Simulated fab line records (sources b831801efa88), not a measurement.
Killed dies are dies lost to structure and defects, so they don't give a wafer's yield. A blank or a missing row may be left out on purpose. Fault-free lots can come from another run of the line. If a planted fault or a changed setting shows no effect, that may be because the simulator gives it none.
Comparing a struck lot with a sound one || flow sfq-line || 14 steps out of a route of 325
Sound: these wafers, L858.2, L858.3, L858.4. Struck: wafer L868.3. (L868.5, L868.6 of the same lot were not struck and are left out.) The cause comes at the end.
For every step that has rows: the tool of each side, followed by ch and its chambers, followed by its first start. Under that, the readings that differ: sound wafers || struck wafers || difference of the means || sigmas: that difference in standard deviations of wafers without a fault.
alike: a reading whose means differ by less than 2 such deviations, as well as words and numbers matching on both sides. not compared: withheld readings; readings where some wafer has no value; bounds like >300 that might hide an equal value; numbers whose values overlap and for which the record gives no deviation.
Wherever a step has rows on one side only, a row that says differs or no value, or a row with sigmas, the two part there. When numbers do not overlap yet have no deviation, they are printed without sigmas and do not part them. Lack of a reading on every wafer of one side parts them only where that side has two or more wafers.

SFQ_TRILAYER_R5_BARC_OPEN_METAL_ETCH_177: etches BARC in O2, target depth 125 nm, time 41.7 s.
  sound on rie-metal-02 ch 0,1, day 56 06:35; struck on rie-metal-01 ch 1, day 66 13:27
  alike: drypump-motor-current-A, oes-product-au, rf-fwd-power-W
  not compared: rf-hours-counter-h
SFQ_TRILAYER_R5_ETCH_METAL_ETCH_139: etches the open film in Cl2, stops on SiO2, target depth 60 nm, time 40 s.
  sound on rie-metal-02 ch 0,1, day 56 06:39; struck on rie-metal-01 ch 1, day 66 13:31
  alike: drypump-motor-current-A, oes-product-au, rf-fwd-power-W
  not compared: rf-hours-counter-h
SFQ_TRILAYER_R5_STRIP_STRIP_140: strips in O2.
  sound on rie-metal-02 ch 0,1, day 56 06:43; struck on rie-metal-01 ch 1, day 66 13:45
  alike: drypump-motor-current-A, oes-product-au
  not compared: rf-hours-counter-h
then, 1 step without rows for these wafers: SFQ_TRILAYER_R5_STRIP_SOLV_CLEAN_141 (cleans in NMP, time 600 s).
SFQ_TRILAYER_A5C_DEP_PECVD_142: deposits SiO2 from SiH4/N2O, time 15.556 s, target thk 70 nm.
  sound on pecvd-04 ch 0,1,2, day 56 07:29; struck on pecvd-02 ch 2, day 66 14:19
  alike: heater-power-w, rf-fwd-power-W, showerhead-vpp-V, throttle-valve-pct
then, 6 steps without rows for these wafers: SFQ_TRILAYER_I5_LITHO_COAT_149 (resist thk 62 nm); SFQ_TRILAYER_I5_LITHO_COAT_144 (resist thk 650 nm); SFQ_TRILAYER_I5_LITHO_SOFTBAKE_148; SFQ_TRILAYER_I5_LITHO_EXPOSE_145 (exposes mask I5, target cd 700 nm); SFQ_TRILAYER_I5_LITHO_PEB_147 (peb time 60 s); SFQ_TRILAYER_I5_LITHO_DEVELOP_146 (time 60 s).
-- the record jumps here: 5 days lie between the struck wafers' starts before and after --
SFQ_I5_OVL_MEAS_936:
  sound: overlay-02 at day 56 09:58; struck: overlay-02 at day 71 23:10
  alike: I5_OVL
SFQ_TRILAYER_I5_BARC_OPEN_VIA_ETCH_200: etches BARC in O2, target depth 125 nm, time 41.7 s.
  sound on rie-diel-03 ch 0,1,2, day 56 09:59; struck on rie-diel-01 ch 3, day 71 23:12
{"reading": "rf-fwd-power-W (W)", "sound": "495.5 491.8 495.1", "struck": 414.2, "difference": -79.9, "sigmas": -44}
{"reading": "rf-hours-counter-h (h)", "sound": "15 17 9", "struck": 1, "difference": -13, "sigmas": ""}
{"reading": "model.KrF_of_TRILAYER_I5_LITHO_COAT_144.thk-nm (nm)", "sound": "573.5 570.6 572.8", "struck": 579.8, "difference": "+7.5", "sigmas": ""}
  alike: drypump-motor-current-A, oes-product-au
SFQ_TRILAYER_I5_ETCH_VIA_ETCH_147: etches the open film in CHF3, stops on Nb, target depth 360 nm.
  sound on rie-diel-03 ch 0,1,2, day 56 10:02; struck on rie-diel-01 ch 3, day 71 23:14
  alike: drypump-motor-current-A, oes-product-au, rf-fwd-power-W

== WHERE THEY PART ==
SFQ_TRILAYER_I5_BARC_OPEN_VIA_ETCH_200 only, going by this record. Later steps at which nothing parts them and some readings are alike: SFQ_TRILAYER_I5_ETCH_VIA_ETCH_147.

WHY: what the simulator had put in
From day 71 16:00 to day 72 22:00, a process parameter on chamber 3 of rie-diel-01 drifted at SFQ_TRILAYER_I5_BARC_OPEN_VIA_ETCH_200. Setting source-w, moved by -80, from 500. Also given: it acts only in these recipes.
